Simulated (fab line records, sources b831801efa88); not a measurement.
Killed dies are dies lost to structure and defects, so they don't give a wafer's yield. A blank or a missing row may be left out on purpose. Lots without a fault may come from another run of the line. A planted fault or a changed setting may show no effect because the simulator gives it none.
fab line records | flow gf180mcu
record lots=5 wafers=15 last_day=33
route steps=602 shown HV_LDD@230 NSD@235 PSD@248 SAB@264
lots that met no fault: from a run of the same line without faults
start_h: hours from the record's first day to the start of the lot's first wafer shown | wait_h: hours since the lot's step before | " the same as in the row above | L1.1+2: a row that stands for several wafers | - no value, or no start given | * or withheld: withheld | < > ~ a bound
route shown NAME@n: a module of which the file shows steps, and the number in the route of the first | usual: mean/standard deviation of fault-free wafers | same: alike in all rows | chamber/n: place in a boat | sites: the reading at each site | _std_site: their standard deviation | _edge_site: outer sites' mean less inner sites' | radius_mm: how far each site lies from the wafer's centre | mask NAME#n: copy n | behind: the tool/chamber that last shaped the wafer | hold: why the lot was held/for how many hours/how that ended | device: the transistor (n, p or np) that didn't switch | end of line: the same wafers' tests at the end of the route | a step without rows: its recipe alone | killed: dies lost to structure and defects at the first sort, not the wafer's yield | map: a wafer's dies, x killed, . not, _ none there
set.NAME: the setting as run; set.NAME@STEP: as run at that earlier step | model.NAME: the simulator's own value behind a step, which no gauge read
lots at some steps of the route; a table a step, a row a wafer
services: from which hour (start_h, from the record's first day; less than 0 if before it) a tool's chamber was out of use, for how many hours, and why
## steps
# step GF_HV_LDD_CVD_54
# recipe material=SiO2 target_thk_nm=10 precursor=TEOS temp_c=680 time_s=75 pressure_mtorr=400
# usual pressure_mtorr=400.0/0.79 spike_tc_top_C=697/3.4 susceptor_temp_C=680.0/0.31
# columns lot.wafer tool chamber start_h wait_h pressure_mtorr spike_tc_top_C susceptor_temp_C
L077.2 lpcvd-02 0 300.14 0.1 399.9 692 679.2
L077.3 " 0 " " 399.3 692 679.9
L077.5 " 0 " " 397.8 692 679.4
L080.4 lpcvd-01 0 327.34 0.0 402.1 700 680.0
L080.5 " 0 " " 401.3 700 680.1
L080.6 " 0 " " 400.5 699 680.2
L084.4 lpcvd-02 1 352.58 0.0 400.3 693 680.2
L084.5 " 1 " " 400.4 697 680.1
L084.6 " 1 " " 400.5 696 680.3
L085.1 lpcvd-02 0 364.92 0.1 401.0 692 680.3
L085.2 " 0 " " 400.1 694 679.7
L085.4 " 0 " " 400.6 693 679.7
L094.2 lpcvd-02 1 431.19 0.1 401.1 693 680.0
L094.3 " 1 " " 401.2 695 679.4
L094.4 " 1 " " 400.0 697 680.1
# step GF_HV_LDD_THK_MEAS_55
# recipe reads=SiO2_of_HV_LDD_CVD_54
# usual HV_LDD_CVD_54_THK=10.00/0.13
# columns lot.wafer tool chamber start_h wait_h HV_LDD_CVD_54_THK[nm]
L077.2 film_metro-02 - 301.68 0.0 9.85
L077.3 " - " " 10.12
L077.5 " - " " 9.86
L080.4 film_metro-04 - 329.67 0.0 9.99
L080.5 " - " " 9.92
L080.6 " - " " 9.96
L084.4 film_metro-04 - 353.63 0.0 9.96
L084.5 " - " " 9.86
L084.6 " - " " 9.77
L085.1 film_metro-04 - 365.95 0.0 10.06
L085.2 " - " " 9.92
L085.4 " - " " 10.05
L094.2 film_metro-04 - 432.22 0.0 10.18
L094.3 " - " " 10.09
L094.4 " - " " 10.07
# step GF_HV_LDD_CVD_56
# recipe material=Si3N4 precursor=DCS/NH3 target_thk_nm=90 temp_c=770 time_s=1543 pressure_mtorr=250
# usual pressure_mtorr=250.0/0.47 spike_tc_top_C=783/4 susceptor_temp_C=770.0/0.36
# columns lot.wafer tool chamber start_h wait_h pressure_mtorr spike_tc_top_C susceptor_temp_C
L077.2 lpcvd-02 0 301.73 0.0 249.7 779 770.0
L077.3 " 0 " " 249.6 780 769.6
L077.5 " 0 " " 249.0 780 769.8
L080.4 lpcvd-01 1 329.70 0.0 250.1 791 770.3
L080.5 " 1 " " 250.5 790 769.8
L080.6 " 1 " " 250.6 790 770.1
L084.4 lpcvd-01 1 353.66 0.0 250.9 790 770.5
L084.5 " 1 " " 250.2 791 770.5
L084.6 " 1 " " 250.4 791 770.5
L085.1 lpcvd-01 1 366.01 0.1 250.5 790 769.9
L085.2 " 1 " " 250.4 791 769.9
L085.4 " 1 " " 250.4 791 769.9
L094.2 lpcvd-02 0 432.27 0.0 250.9 780 769.4
L094.3 " 0 " " 249.8 779 770.3
L094.4 " 0 " " 250.2 778 770.0
# step GF_HV_LDD_THK_MEAS_57
# recipe reads=Si3N4_of_HV_LDD_CVD_56
# usual HV_LDD_CVD_56_THK=89.9/0.87
# columns lot.wafer tool chamber start_h wait_h HV_LDD_CVD_56_THK[nm]
L077.2 film_metro-03 - 303.17 0.0 89.1
L077.3 " - " " 89.3
L077.5 " - " " 88.6
L080.4 film_metro-02 - 331.87 0.0 89.8
L080.5 " - " " 89.2
L080.6 " - " " 89.0
L084.4 film_metro-02 - 355.11 0.0 88.7
L084.5 " - " " 88.3
L084.6 " - " " 89.1
L085.1 film_metro-04 - 367.43 0.0 89.8
L085.2 " - " " 90.3
L085.4 " - " " 89.1
L094.2 film_metro-03 - 433.71 0.0 90.7
L094.3 " - " " 90.7
L094.4 " - " " 91.1
# step GF_HV_LDD_ETCHBACK_58
# recipe chemistry=CH3F/O2 target=Si3N4 stop_on=SiO2 source_w=400 bias_w=80 pressure_mtorr=25 ch3f_flow_sccm=40 O2_flow_sccm=30 time_s=100 target_depth_a=900
# usual ch3f_flow_sccm=40.00/0.12 drypump_motor_current_A=5.8/0.36 oes_product_au=0.842/0.0067 rf_fwd_power_W=397.7/1.4 throttle_valve_pct=10.560/0.0092
# columns lot.wafer tool chamber start_h wait_h ch3f_flow_sccm drypump_motor_current_A oes_product_au rf_fwd_power_W rf_hours_counter_h throttle_valve_pct
L077.2 rie_diel-03 0 303.22 0.0 39.97 5.9 0.840 396.6 103 10.556
L077.3 " 1 " " 40.03 6.4 0.838 399.2 6 10.542
L077.5 " 3 " " 40.03 5.9 0.834 396.7 - 10.563
L080.4 rie_diel-01 0 331.93 0.1 39.98 5.0 0.841 397.6 - 10.574
L080.5 " 3 " " 40.02 5.4 0.836 399.2 - 10.561
L080.6 " 1 " " 40.08 5.7 0.831 397.1 - 10.568
L084.4 rie_diel-03 2 355.14 0.0 39.81 5.6 0.826 396.8 21 10.564
L084.5 " 2 " " 40.00 5.6 0.832 399.2 - 10.549
L084.6 " 1 " " 40.34 6.4 0.840 399.5 - 10.559
L085.1 rie_diel-03 3 367.49 0.1 39.85 6.0 0.843 395.9 5 10.558
L085.2 " 1 " " 39.78 6.5 0.844 396.7 7 10.554
L085.4 " 0 " " 39.75 5.9 0.833 399.3 104 10.546
L094.2 rie_diel-02 1 433.76 0.0 40.13 5.7 0.837 398.5 20 10.554
L094.3 " 0 " " 40.10 5.7 0.845 393.3 59 10.568
L094.4 " 2 " " 40.12 5.7 0.848 397.3 22 10.564
# step GF_NSD_DEHYDRATE_00
# recipe temp_c=200 time_s=60
# columns lot.wafer tool chamber start_h wait_h
L077.2+3+5 litho_track-03 0 312.35 9.1
L080.4+5+6 litho_track-04 0 342.17 10.2
L084.4+5+6 litho_track-03 0 365.75 10.6
L085.1+2+4 litho_track-03 0 377.43 9.9
L094.2+3+4 litho_track-04 0 445.47 11.7
# step GF_NSD_HMDS_01
# recipe prime_time_s=60 prime_temp_c=120
# usual prime_temp_c=120.00/0.13
# columns lot.wafer tool chamber start_h wait_h prime_temp_c
L077.2 litho_track-03 0 312.50 0.1 119.94
L077.3 " 0 " " 119.96
L077.5 " 0 " " 120.20
L080.4 litho_track-04 0 342.32 0.1 120.01
L080.5 " 0 " " 119.97
L080.6 " 0 " " 120.03
L084.4 litho_track-03 0 365.90 0.1 119.94
L084.5 " 0 " " 119.98
L084.6 " 0 " " 120.04
L085.1 litho_track-03 0 377.58 0.1 120.10
L085.2 " 0 " " 119.92
L085.4 " 0 " " 120.01
L094.2 litho_track-04 0 445.62 0.1 119.98
L094.3 " 0 " " 120.09
L094.4 " 0 " " 119.87
# step GF_NSD_COAT_02
# recipe resist=NOVOLAK spin_rpm=3000 resist_thk_nm=1000
# columns lot.wafer tool chamber start_h wait_h
L077.2+3+5 litho_track-03 0 312.65 0.1
L080.4+5+6 litho_track-04 0 342.47 0.1
L084.4+5+6 litho_track-03 0 366.05 0.1
L085.1+2+4 litho_track-03 0 377.73 0.1
L094.2+3+4 litho_track-04 0 445.77 0.1
# step GF_NSD_SOFTBAKE_03
# recipe temp_c=90 time_s=60 resist=NOVOLAK
# columns lot.wafer tool chamber start_h wait_h
L077.2+3+5 litho_track-03 0 312.80 0.1
L080.4+5+6 litho_track-04 0 342.62 0.1
L084.4+5+6 litho_track-03 0 366.20 0.1
L085.1+2+4 litho_track-03 0 377.88 0.1
L094.2+3+4 litho_track-04 0 445.92 0.1
# step GF_NSD_EXPOSE_04
# recipe mask_id=Nplus target_cd_nm=400 na=0.6 source_shape=conventional sigma_outer=0.6 dose_mj=140
# usual focus_offset_nm=0.1/0.52
# columns lot.wafer tool chamber start_h wait_h mask focus_offset_nm
L077.2 iline_stepper-01 0 - - Nplus#0 -0.3
L077.3 " 0 " " Nplus#0 -0.3
L077.5 " 0 " " Nplus#0 0.7
L080.4 iline_stepper-01 0 - - Nplus#0 -0.7
L080.5 " 0 " " Nplus#0 0.7
L080.6 " 0 " " Nplus#0 0.5
L084.4 iline_stepper-02 0 - - Nplus#0 -1.2
L084.5 " 0 " " Nplus#0 0.2
L084.6 " 0 " " Nplus#0 0.3
L085.1 iline_stepper-02 0 - - Nplus#0 -0.1
L085.2 " 0 " " Nplus#0 0.3
L085.4 " 0 " " Nplus#0 0.3
L094.2 iline_stepper-02 0 - - Nplus#0 0.1
L094.3 " 0 " " Nplus#0 -0.1
L094.4 " 0 " " Nplus#0 0.5
# step GF_NSD_PEB_05
# recipe temp_c=withheld time_s=* resist=NOVOLAK
# columns lot.wafer tool chamber start_h wait_h
L077.2+3+5 litho_track-03 0 - -
L080.4+5+6 litho_track-02 0 - -
L084.4+5+6 litho_track-04 0 - -
L085.1+2+4 litho_track-02 0 - -
L094.2+3+4 litho_track-02 0 - -
# step GF_NSD_DEVELOP_06
# recipe develop_time_s=60 dev_temp_c=23
# columns lot.wafer tool chamber start_h wait_h
L077.2+3+5 litho_track-03 0 323.30 0.1
L080.4+5+6 litho_track-02 0 353.65 0.1
L084.4+5+6 litho_track-04 0 376.72 0.1
L085.1+2+4 litho_track-02 0 388.17 0.1
L094.2+3+4 litho_track-02 0 458.05 0.1
# step GF_NSD_CD_MEAS_07
# recipe target_cd_nm=400
# usual cd_nm=400.2/2.4
# columns lot.wafer tool chamber start_h wait_h cd_nm
L077.2 cd_sem-01 - 323.45 0.1 398.6
L077.3 " - " " 399.9
L077.5 " - " " 399.4
L080.4 cd_sem-02 - 353.78 0.1 400.3
L080.5 " - " " 398.6
L080.6 " - " " 398.6
L084.4 cd_sem-01 - 376.86 0.1 397.6
L084.5 " - " " 402.4
L084.6 " - " " 399.2
L085.1 cd_sem-02 - 388.32 0.1 402.5
L085.2 " - " " 402.4
L085.4 " - " " 403.0
L094.2 cd_sem-02 - 458.19 0.1 402.3
L094.3 " - " " 401.2
L094.4 " - " " 402.7
# step GF_NSD_OVL_MEAS_08
# usual NSD_OVL=0.3/1.3
# columns lot.wafer tool chamber start_h wait_h NSD_OVL[nm]
L077.2 overlay-02 - 323.55 0.1 0.9
L077.3 " - " " -0.2
L077.5 " - " " 1.5
L080.4 overlay-01 - 353.86 0.1 1.7
L080.5 " - " " 2.1
L080.6 " - " " 3.0
L084.4 overlay-02 - 376.93 0.1 -0.7
L084.5 " - " " 0.0
L084.6 " - " " -1.7
L085.1 overlay-01 - 388.44 0.1 1.6
L085.2 " - " " 0.6
L085.4 " - " " -0.8
L094.2 overlay-02 - 458.30 0.1 0.2
L094.3 " - " " 0.7
L094.4 " - " " -0.7
# step GF_NSD_IMPLANT_09
# recipe species=As energy_kev=60 dose_cm2=4e+15 tilt_deg=7
# same implant_ion_amu=75
# columns lot.wafer tool chamber start_h wait_h
L077.2+3+5 implanter-04 0 323.61 0.0
L080.4+5+6 implanter-01 0 353.95 0.1
L084.4+5+6 implanter-01 0 377.03 0.1
L085.1+2+4 implanter-01 0 388.48 0.0
L094.2+3+4 implanter-01 0 458.35 0.0
# step GF_NSD_IMPLANT_10
# recipe species=P energy_kev=40 dose_cm2=5e+14 tilt_deg=7
# same implant_ion_amu=31
# columns lot.wafer tool chamber start_h wait_h
L077.2+3+5 implanter-04 0 323.76 0.1
L080.4+5+6 implanter-01 0 354.10 0.1
L084.4+5+6 implanter-01 0 377.18 0.1
L085.1+2+4 implanter-01 0 388.63 0.1
L094.2+3+4 implanter-01 0 458.50 0.1
# step GF_NSD_STRIP_11
# recipe chemistry=O2/N2 power_w=1400 pressure_mtorr=1500 platen_temp_c=250 o2_flow_sccm=3000 n2_flow_sccm=300 overash_fraction=0.5
# usual drypump_motor_current_A=5.6/0.57 heater_power_w=315/23 oes_product_au=0.487/0.005 platen_temp_c=249.98/0.18 strip_time_to_endpoint_s=22.95/0.03
# columns lot.wafer tool chamber start_h wait_h drypump_motor_current_A heater_power_w oes_product_au platen_temp_c rf_hours_counter_h strip_time_to_endpoint_s
L077.2 plasma_asher-01 1 323.88 0.1 5.7 313 0.490 249.97 57 22.98
L077.3 " 1 " " 5.8 311 0.484 249.94 - 22.91
L077.5 " 0 " " 5.5 362 0.485 249.84 - 22.99
L080.4 plasma_asher-04 1 354.21 0.1 6.1 289 0.485 249.95 - 22.91
L080.5 " 0 " " 4.8 295 0.489 250.13 - 22.94
L080.6 " 1 " " 6.1 286 0.486 249.95 - 22.96
L084.4 plasma_asher-02 0 377.29 0.1 6.4 336 0.483 249.86 - 22.96
L084.5 " 1 " " 5.3 319 0.492 249.96 - 22.95
L084.6 " 0 " " 6.4 334 0.487 249.93 - 22.96
L085.1 plasma_asher-04 0 388.78 0.1 4.8 292 0.477 249.94 74 22.89
L085.2 " 1 " " 6.1 277 0.486 249.80 74 22.95
L085.4 " 0 " " 4.8 293 0.483 249.90 - 22.95
L094.2 plasma_asher-02 0 458.63 0.1 6.5 338 0.498 250.15 80 22.96
L094.3 " 0 " " 6.4 354 0.490 250.13 - 22.94
L094.4 " 1 " " 5.3 321 0.495 249.91 - 22.99
# step GF_NSD_TW_MEAS_12
# usual NSD_TW=4296/55
# columns lot.wafer tool chamber start_h wait_h NSD_TW
L077.2 film_metro-01 - 323.99 0.1 4340
L077.3 " - " " 4375
L077.5 " - " " 4368
L080.4 film_metro-03 - 354.31 0.1 4284
L080.5 " - " " 4277
L080.6 " - " " 4236
L084.4 film_metro-03 - 377.38 0.1 4298
L084.5 " - " " 4279
L084.6 " - " " 4298
L085.1 film_metro-01 - 388.88 0.1 4330
L085.2 " - " " 4353
L085.4 " - " " 4336
L094.2 film_metro-01 - 458.74 0.1 4360
L094.3 " - " " 4357
L094.4 " - " " 4338
# step GF_PSD_DEHYDRATE_00
# recipe temp_c=200 time_s=60
# columns lot.wafer tool chamber start_h wait_h
L077.2+3+5 litho_track-04 0 333.62 9.6
L080.4+5+6 litho_track-01 0 365.06 10.7
L084.4+5+6 litho_track-04 0 387.07 9.7
L085.1+2+4 litho_track-01 0 399.23 10.3
L094.2+3+4 litho_track-01 0 469.41 10.7
# step GF_PSD_HMDS_01
# recipe prime_time_s=60 prime_temp_c=120
# usual prime_temp_c=119.98/0.14
# columns lot.wafer tool chamber start_h wait_h prime_temp_c
L077.2 litho_track-04 0 333.77 0.1 119.87
L077.3 " 0 " " 119.93
L077.5 " 0 " " 119.89
L080.4 litho_track-01 0 365.21 0.1 120.14
L080.5 " 0 " " 120.03
L080.6 " 0 " " 119.95
L084.4 litho_track-04 0 387.22 0.1 120.03
L084.5 " 0 " " 119.96
L084.6 " 0 " " 120.06
L085.1 litho_track-01 0 399.38 0.1 120.12
L085.2 " 0 " " 119.94
L085.4 " 0 " " 119.94
L094.2 litho_track-01 0 469.56 0.1 119.85
L094.3 " 0 " " 119.85
L094.4 " 0 " " 119.89
# step GF_PSD_COAT_02
# recipe resist=NOVOLAK spin_rpm=3000 resist_thk_nm=1000
# columns lot.wafer tool chamber start_h wait_h
L077.2+3+5 litho_track-04 0 333.92 0.1
L080.4+5+6 litho_track-01 0 365.36 0.1
L084.4+5+6 litho_track-04 0 387.37 0.1
L085.1+2+4 litho_track-01 0 399.53 0.1
L094.2+3+4 litho_track-01 0 469.71 0.1
# step GF_PSD_SOFTBAKE_03
# recipe temp_c=90 time_s=60 resist=NOVOLAK
# columns lot.wafer tool chamber start_h wait_h
L077.2+3+5 litho_track-04 0 334.07 0.1
L080.4+5+6 litho_track-01 0 365.51 0.1
L084.4+5+6 litho_track-04 0 387.52 0.1
L085.1+2+4 litho_track-01 0 399.68 0.1
L094.2+3+4 litho_track-01 0 469.86 0.1
# step GF_PSD_EXPOSE_04
# recipe mask_id=Pplus target_cd_nm=400 na=0.6 source_shape=conventional sigma_outer=0.6 dose_mj=140
# usual focus_offset_nm=0.1/0.49
# columns lot.wafer tool chamber start_h wait_h mask focus_offset_nm
L077.2 iline_stepper-02 0 - - Pplus#0 -0.5
L077.3 " 0 " " Pplus#0 0.0
L077.5 " 0 " " Pplus#0 0.0
L080.4 iline_stepper-01 0 - - Pplus#0 0.8
L080.5 " 0 " " Pplus#0 0.0
L080.6 " 0 " " Pplus#0 0.3
L084.4 iline_stepper-01 0 - - Pplus#0 0.3
L084.5 " 0 " " Pplus#0 0.1
L084.6 " 0 " " Pplus#0 -0.6
L085.1 iline_stepper-01 0 - - Pplus#0 0.4
L085.2 " 0 " " Pplus#0 -0.2
L085.4 " 0 " " Pplus#0 0.5
L094.2 iline_stepper-02 0 - - Pplus#0 -0.4
L094.3 " 0 " " Pplus#0 -0.5
L094.4 " 0 " " Pplus#0 0.2
# step GF_PSD_PEB_05
# recipe temp_c=withheld time_s=* resist=NOVOLAK
# columns lot.wafer tool chamber start_h wait_h
L077.2+3+5 litho_track-04 0 - -
L080.4+5+6 litho_track-03 0 - -
L084.4+5+6 litho_track-01 0 - -
L085.1+2+4 litho_track-04 0 - -
L094.2+3+4 litho_track-01 0 - -
# step GF_PSD_DEVELOP_06
# recipe develop_time_s=60 dev_temp_c=23
# columns lot.wafer tool chamber start_h wait_h
L077.2+3+5 litho_track-04 0 344.82 0.1
L080.4+5+6 litho_track-03 0 376.30 0.1
L084.4+5+6 litho_track-01 0 398.81 0.1
L085.1+2+4 litho_track-04 0 411.35 0.1
L094.2+3+4 litho_track-01 0 481.81 0.1
# step GF_PSD_CD_MEAS_07
# recipe target_cd_nm=400
# usual cd_nm=399.6/2.2
# columns lot.wafer tool chamber start_h wait_h cd_nm
L077.2 cd_sem-01 - 344.97 0.1 399.9
L077.3 " - " " 399.9
L077.5 " - " " 399.5
L080.4 cd_sem-01 - 376.44 0.1 398.3
L080.5 " - " " 396.5
L080.6 " - " " 395.5
L084.4 cd_sem-01 - 398.94 0.1 400.5
L084.5 " - " " 399.5
L084.6 " - " " 397.0
L085.1 cd_sem-01 - 411.50 0.1 398.6
L085.2 " - " " 401.5
L085.4 " - " " 398.3
L094.2 cd_sem-02 - 481.95 0.1 396.7
L094.3 " - " " 396.0
L094.4 " - " " 395.9
# step GF_PSD_OVL_MEAS_08
# usual PSD_OVL=-1.3/1.3
# columns lot.wafer tool chamber start_h wait_h PSD_OVL[nm]
L077.2 overlay-01 - 345.07 0.1 -1.6
L077.3 " - " " -3.8
L077.5 " - " " -1.6
L080.4 overlay-01 - 376.52 0.1 -0.6
L080.5 " - " " 0.3
L080.6 " - " " -0.9
L084.4 overlay-02 - 399.02 0.1 0.5
L084.5 " - " " -1.5
L084.6 " - " " -1.5
L085.1 overlay-01 - 411.62 0.1 -1.3
L085.2 " - " " -1.0
L085.4 " - " " 1.1
L094.2 overlay-01 - 482.06 0.1 -3.8
L094.3 " - " " -0.8
L094.4 " - " " -2.8
# step GF_PSD_IMPLANT_09
# recipe species=BF2 energy_kev=40 dose_cm2=1.5e+15 tilt_deg=7
# same implant_ion_amu=49
# columns lot.wafer tool chamber start_h wait_h
L077.2+3+5 implanter-04 0 345.13 0.0
L080.4+5+6 implanter-02 0 376.61 0.1
L084.4+5+6 implanter-03 0 399.12 0.1
L085.1+2+4 implanter-02 0 411.65 0.0
L094.2+3+4 implanter-02 0 482.11 0.0
# step GF_PSD_STRIP_10
# recipe chemistry=O2/N2 power_w=1400 pressure_mtorr=1500 platen_temp_c=250 o2_flow_sccm=3000 n2_flow_sccm=300 overash_fraction=0.5
# usual drypump_motor_current_A=5.8/0.59 heater_power_w=312/29 oes_product_au=0.592/0.0046 platen_temp_c=250.00/0.18 strip_time_to_endpoint_s=16.53/0.039
# columns lot.wafer tool chamber start_h wait_h drypump_motor_current_A heater_power_w oes_product_au platen_temp_c rf_hours_counter_h strip_time_to_endpoint_s
L077.2 plasma_asher-04 0 345.25 0.1 4.8 288 0.588 249.68 70 16.55
L077.3 " 1 " " 6.1 293 0.595 249.69 - 16.55
L077.5 " 1 " " 6.1 292 0.593 249.83 - 16.50
L080.4 plasma_asher-02 0 376.72 0.1 6.4 340 0.588 249.98 - 16.52
L080.5 " 1 " " 5.3 318 0.603 249.92 - 16.58
L080.6 " 0 " " 6.4 340 0.602 250.17 - 16.58
L084.4 plasma_asher-04 0 399.22 0.1 4.8 294 0.586 250.33 - 16.55
L084.5 " 1 " " 6.1 282 0.591 250.00 - 16.51
L084.6 " 0 " " 4.8 294 0.594 250.12 - 16.50
L085.1 plasma_asher-02 0 411.80 0.1 6.4 343 0.600 250.00 75 16.48
L085.2 " 1 " " 5.3 318 0.592 249.66 75 16.46
L085.4 " 1 " " 5.3 324 0.595 249.85 - 16.47
L094.2 plasma_asher-04 0 482.24 0.1 4.8 307 0.591 250.00 5 16.53
L094.3 " 1 " " 6.1 296 0.595 249.95 - 16.48
L094.4 " 0 " " 4.8 299 0.598 250.49 - 16.49
# step GF_PSD_TW_MEAS_11
# usual PSD_TW=3209/41
# columns lot.wafer tool chamber start_h wait_h PSD_TW
L077.2 film_metro-03 - 345.36 0.1 3192
L077.3 " - " " 3192
L077.5 " - " " 3205
L080.4 film_metro-04 - 376.81 0.1 3177
L080.5 " - " " 3193
L080.6 " - " " 3180
L084.4 film_metro-03 - 399.35 0.1 3194
L084.5 " - " " 3205
L084.6 " - " " 3191
L085.1 film_metro-01 - 411.90 0.1 3237
L085.2 " - " " 3232
L085.4 " - " " 3230
L094.2 film_metro-03 - 482.35 0.1 3181
L094.3 " - " " 3199
L094.4 " - " " 3188
# step GF_PSD_CLEAN_12
# recipe chemistry=SC1/SC2 mix=1:4:20 temp_c=70 time_s=150 dry=n2_spin
# columns lot.wafer tool chamber start_h wait_h
L077.2+3+5 wet_bench-02 0 345.41 0.0
L080.4+5+6 wet_bench-01 0 376.84 0.0
L084.4+5+6 wet_bench-04 2 399.38 0.0
L085.1+2+4 wet_bench-02 1 411.96 0.1
L094.2+3+4 wet_bench-01 1 482.40 0.0
# step GF_PSD_RTA_13
# recipe temp_c=1025 time_s=20 ambient=N2
# usual lamp_power_pct=35.0/1.6 wafer_temp_C_max=1030.2/0.92
# columns lot.wafer tool chamber start_h wait_h lamp_power_pct wafer_temp_C_max
L077.2 rtp_anneal-01 0 345.48 0.0 33.4 1029.8
L077.3 " 0 " " 33.4 1030.3
L077.5 " 0 " " 33.4 1032.7
L080.4 rtp_anneal-02 0 376.93 0.0 36.6 1030.3
L080.5 " 0 " " 36.6 1030.5
L080.6 " 0 " " 36.5 1029.8
L084.4 rtp_anneal-02 0 399.48 0.0 36.6 1030.8
L084.5 " 0 " " 36.6 1031.8
L084.6 " 0 " " 36.6 1030.7
L085.1 rtp_anneal-02 0 412.01 0.0 36.6 1030.7
L085.2 " 0 " " 36.6 1030.7
L085.4 " 0 " " 36.6 1028.3
L094.2 rtp_anneal-02 0 482.46 0.0 36.6 1031.3
L094.3 " 0 " " 36.6 1029.7
L094.4 " 0 " " 36.6 1030.7
# step GF_PSD_RS_MEAS_14
# recipe thk_meas_gauge=four-point-probe
# usual NSD_RS=46.13/0.08
# columns lot.wafer tool chamber start_h wait_h NSD_RS[ohm/sq]
L077.2 film_metro-04 - 345.57 0.1 46.05
L077.3 " - " " 46.02
L077.5 " - " " 45.96
L080.4 film_metro-04 - 377.04 0.1 46.12
L080.5 " - " " 46.17
L080.6 " - " " 46.20
L084.4 film_metro-03 - 399.58 0.1 46.12
L084.5 " - " " 46.10
L084.6 " - " " 46.12
L085.1 film_metro-03 - 412.10 0.1 46.24
L085.2 " - " " 46.21
L085.4 " - " " 46.21
L094.2 film_metro-04 - 482.55 0.1 46.07
L094.3 " - " " 46.26
L094.4 " - " " 46.14
# step GF_PSD_RS_MEAS_15
# recipe thk_meas_gauge=four-point-probe
# usual PSD_RS=108.55/0.27
# columns lot.wafer tool chamber start_h wait_h PSD_RS[ohm/sq]
L077.2 film_metro-04 - 345.69 0.1 108.31
L077.3 " - " " 107.88
L077.5 " - " " 107.97
L080.4 film_metro-04 - 377.16 0.1 109.22
L080.5 " - " " 108.51
L080.6 " - " " 108.91
L084.4 film_metro-03 - 399.70 0.1 108.48
L084.5 " - " " 108.75
L084.6 " - " " 108.68
L085.1 film_metro-03 - 412.22 0.1 108.96
L085.2 " - " " 108.66
L085.4 " - " " 108.50
L094.2 film_metro-04 - 482.67 0.1 108.71
L094.3 " - " " 108.85
L094.4 " - " " 108.63
# step GF_SAB_CVD_00
# recipe material=SiO2 target_thk_nm=50 precursor=TEOS temp_c=400 time_s=4.9302 rf_w=600
# usual heater_power_w=645/95 rf_fwd_power_W=587/3.4 susceptor_temp_C=400.02/0.22
# columns lot.wafer tool chamber start_h wait_h heater_power_w rf_fwd_power_W susceptor_temp_C
L077.2 pecvd-02 1 345.79 0.1 533 587 399.59
L077.3 " 0 " " 657 597 400.05
L077.5 " 1 " " 538 587 399.99
L080.4 pecvd-04 0 377.23 0.0 611 588 400.23
L080.5 " 1 " " 803 589 400.35
L080.6 " 2 " " 691 583 400.16
L084.4 pecvd-04 1 399.77 0.0 742 590 399.66
L084.5 " 2 " " 666 587 399.88
L084.6 " 0 " " 610 588 400.36
L085.1 pecvd-03 1 412.34 0.1 574 583 399.69
L085.2 " 0 " " 728 589 399.70
L085.4 " 1 " " 571 585 400.08
L094.2 pecvd-04 2 482.77 0.1 667 585 400.40
L094.3 " 0 " " 600 585 399.84
L094.4 " 1 " " 806 591 399.89
# step GF_SAB_THK_MEAS_01
# recipe reads=SiO2_of_SAB_CVD_00
# usual SAB_CVD_00_THK=49.9/0.64
# columns lot.wafer tool chamber start_h wait_h SAB_CVD_00_THK[nm]
L077.2 film_metro-03 - 345.82 0.0 49.4
L077.3 " - " " 49.8
L077.5 " - " " 49.6
L080.4 film_metro-02 - 377.27 0.0 51.2
L080.5 " - " " 50.5
L080.6 " - " " 50.7
L084.4 film_metro-01 - 399.81 0.0 50.8
L084.5 " - " " 50.4
L084.6 " - " " 50.6
L085.1 film_metro-01 - 412.35 0.0 49.6
L085.2 " - " " 48.8
L085.4 " - " " 50.2
L094.2 film_metro-01 - 482.80 0.0 49.8
L094.3 " - " " 49.7
L094.4 " - " " 49.7
# step GF_SAB_DEHYDRATE_02
# recipe temp_c=200 time_s=60
# columns lot.wafer tool chamber start_h wait_h
L077.2+3+5 litho_track-01 0 355.81 10.0
L080.4+5+6 litho_track-02 0 386.90 9.6
L084.4+5+6 litho_track-03 0 410.95 11.1
L085.1+2+4 litho_track-02 0 423.67 11.3
L094.2+3+4 litho_track-01 0 493.71 10.9
# step GF_SAB_HMDS_03
# recipe prime_time_s=60 prime_temp_c=120
# usual prime_temp_c=120.02/0.12
# columns lot.wafer tool chamber start_h wait_h prime_temp_c
L077.2 litho_track-01 0 355.96 0.1 119.83
L077.3 " 0 " " 120.29
L077.5 " 0 " " 119.99
L080.4 litho_track-02 0 387.05 0.1 119.86
L080.5 " 0 " " 119.96
L080.6 " 0 " " 119.91
L084.4 litho_track-03 0 411.10 0.1 120.11
L084.5 " 0 " " 120.03
L084.6 " 0 " " 120.05
L085.1 litho_track-02 0 423.82 0.1 119.88
L085.2 " 0 " " 119.88
L085.4 " 0 " " 120.00
L094.2 litho_track-01 0 493.86 0.1 120.00
L094.3 " 0 " " 119.87
L094.4 " 0 " " 120.09
# step GF_SAB_COAT_04
# recipe resist=NOVOLAK spin_rpm=3000 resist_thk_nm=1000
# columns lot.wafer tool chamber start_h wait_h
L077.2+3+5 litho_track-01 0 356.11 0.1
L080.4+5+6 litho_track-02 0 387.20 0.1
L084.4+5+6 litho_track-03 0 411.25 0.1
L085.1+2+4 litho_track-02 0 423.97 0.1
L094.2+3+4 litho_track-01 0 494.01 0.1
# step GF_SAB_SOFTBAKE_05
# recipe temp_c=90 time_s=60 resist=NOVOLAK
# columns lot.wafer tool chamber start_h wait_h
L077.2+3+5 litho_track-01 0 356.26 0.1
L080.4+5+6 litho_track-02 0 387.35 0.1
L084.4+5+6 litho_track-03 0 411.40 0.1
L085.1+2+4 litho_track-02 0 424.12 0.1
L094.2+3+4 litho_track-01 0 494.16 0.1
## services
# columns tool chamber start_h hours kind
pecvd-04 1 299.13 12.6 repair
rie_diel-03 2 312.15 6.1 repair
implanter-02 - 312.98 42.7 repair
pecvd-04 - 313.51 6.0 pm
plasma_asher-04 - 318.60 10.2 repair
rtp_anneal-02 - 320.16 5.9 pm
implanter-01 - 327.56 4.3 repair
rie_diel-03 - 329.92 0.2 repair
implanter-04 - 335.08 3.4 repair
iline_stepper-01 - 340.68 1.7 pm
implanter-02 - 363.11 5.0 repair
implanter-04 - 370.24 1.4 repair
plasma_asher-04 - 377.81 6.0 repair
iline_stepper-02 - 382.77 28.9 pm
pecvd-04 - 386.17 0.7 repair
implanter-02 - 398.00 3.5 pm
rie_diel-03 1 399.17 4.9 repair
implanter-02 - 419.73 2.4 repair
plasma_asher-04 - 421.25 9.0 pm
iline_stepper-02 - 431.72 1.7 pm
iline_stepper-01 - 444.67 7.1 repair
lpcvd-02 - 451.69 14.6 pm
implanter-04 - 472.59 7.5 pm
iline_stepper-02 - 476.58 3.8 repair
## key
fault none
